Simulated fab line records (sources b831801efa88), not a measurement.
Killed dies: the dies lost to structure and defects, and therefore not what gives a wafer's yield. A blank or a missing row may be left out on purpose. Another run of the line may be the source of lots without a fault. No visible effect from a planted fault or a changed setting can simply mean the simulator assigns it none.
Which tool was responsible? + flow sky130 + 10 lots, 30 wafers sampled, at 4 steps of a route of 708

## WHAT EACH GAUGE READ, for each wafer
SKY_LOCAL_INTERCONNECT_RS_MEAS_01: a four-point-probe measurement.
| lot  | measured     | on            | LOCAL_INTERCONNECT_TIN_RS (ohm/sq) |
|------|--------------|---------------|------------------------------------|
| L699 | day 29 06:52 | film_metro-04 | 13.92 13.79 13.95                  |
| L702 | day 30 04:42 | film_metro-03 | 14.19 14.06 14.16                  |
| L703 | day 30 21:14 | film_metro-02 | 14.31 14.28 14.18                  |
| L704 | day 31 18:41 | film_metro-04 | 13.96 14.18 14.03                  |
| L706 | day 31 21:47 | film_metro-03 | 14.18 14.39 14.43                  |
| L710 | day 33 09:19 | film_metro-03 | 14.13 17.10 14.19                  |
| L712 | day 33 19:19 | film_metro-03 | 13.76 13.78 13.67                  |
| L711 | day 34 02:47 | film_metro-02 | 14.03 14.01 14.12                  |
| L713 | day 34 11:56 | film_metro-03 | 14.19 16.96 14.13                  |
| L720 | day 36 10:20 | film_metro-02 | 14.16 13.91 14.13                  |

## WHICH TOOL RAN EACH LOT (tool, then ch and the chambers of the sampled wafers, then the start)
| lot  | SKY_POLY_CUT_ETCH_11               | SKY_LI_CONTACT_SPUTTER_20    | SKY_LOCAL_INTERCONNECT_SPUTTER_00 |
|------|------------------------------------|------------------------------|-----------------------------------|
| L699 | rie_diel-03 ch 0,1, day 24 08:43   | pvd_sputter-01, day 29 06:08 | pvd_sputter-02, day 29 06:47      |
| L702 | rie_diel-03 ch 2,3, day 25 07:01   | pvd_sputter-04, day 30 03:58 | pvd_sputter-03, day 30 04:38      |
| L703 | rie_diel-04 ch 0,1,2, day 25 23:25 | pvd_sputter-04, day 30 20:23 | pvd_sputter-04, day 30 21:10      |
| L704 | rie_diel-01 ch 1,3, day 26 22:25   | pvd_sputter-01, day 31 17:58 | pvd_sputter-04, day 31 18:38      |
| L706 | rie_diel-04 ch 0,2,3, day 27 03:55 | pvd_sputter-04, day 31 21:01 | pvd_sputter-04, day 31 21:41      |
| L710 | rie_diel-04 ch 2,3, day 28 16:22   | pvd_sputter-02, day 33 08:35 | pvd_sputter-04, day 33 09:16      |
| L712 | rie_diel-03 ch 0,1,2, day 29 01:55 | pvd_sputter-01, day 33 18:35 | pvd_sputter-02, day 33 19:14      |
| L711 | rie_diel-03 ch 0,1, day 29 10:10   | pvd_sputter-04, day 34 02:02 | pvd_sputter-02, day 34 02:41      |
| L713 | rie_diel-01 ch 0,1, day 29 18:02   | pvd_sputter-02, day 34 11:11 | pvd_sputter-04, day 34 11:51      |
| L720 | rie_diel-03 ch 0,2,3, day 31 16:22 | pvd_sputter-01, day 36 09:26 | pvd_sputter-02, day 36 10:16      |
- SKY_POLY_CUT_ETCH_11: etches Si3N4 in CF4/CH2F2/Ar, stops on poly-Si, time 42.5 s, target depth 60 nm.
- SKY_LI_CONTACT_SPUTTER_20: material TiN, target thk 20 nm, time 80 s.
- SKY_LOCAL_INTERCONNECT_SPUTTER_00: material TiN, target thk 100 nm, time 83.3 s.

## THE ANSWER, worked out from the rows above alone
Rule: the usual values come from the lots themselves. Put in order of their means at a reading, lots are off if they are a third of the lots or fewer, leave a main group of 4 or more, and stand apart from it by a gap of 3 or more times the standard deviation of the main group's means; of several such gaps the widest counts. A main group whose means are all the same, to the digits that the tables above print for the reading, isn't used. A lot without any number at a reading at which 4 lots or more have one is off too. Any other lot the step has rows for is counted as sound.
Off: L710, L713, at SKY_LOCAL_INTERCONNECT_RS_MEAS_01 (LOCAL_INTERCONNECT_TIN_RS). For the main group the mean is 14.07 ohm/sq and the standard deviation 0.18.
If a tool, at a process step before that reading, ran all the lots that are off and no sound lot after the first of them, it fits. Those tools and the gauges at SKY_LOCAL_INTERCONNECT_RS_MEAS_01 are tried in the same way. 2 tools fit, pvd_sputter-02 at SKY_LI_CONTACT_SPUTTER_20 and pvd_sputter-04 at SKY_LOCAL_INTERCONNECT_SPUTTER_00, so this cannot tell which one it is.

## WHAT THE SIMULATOR HAD INSERTED
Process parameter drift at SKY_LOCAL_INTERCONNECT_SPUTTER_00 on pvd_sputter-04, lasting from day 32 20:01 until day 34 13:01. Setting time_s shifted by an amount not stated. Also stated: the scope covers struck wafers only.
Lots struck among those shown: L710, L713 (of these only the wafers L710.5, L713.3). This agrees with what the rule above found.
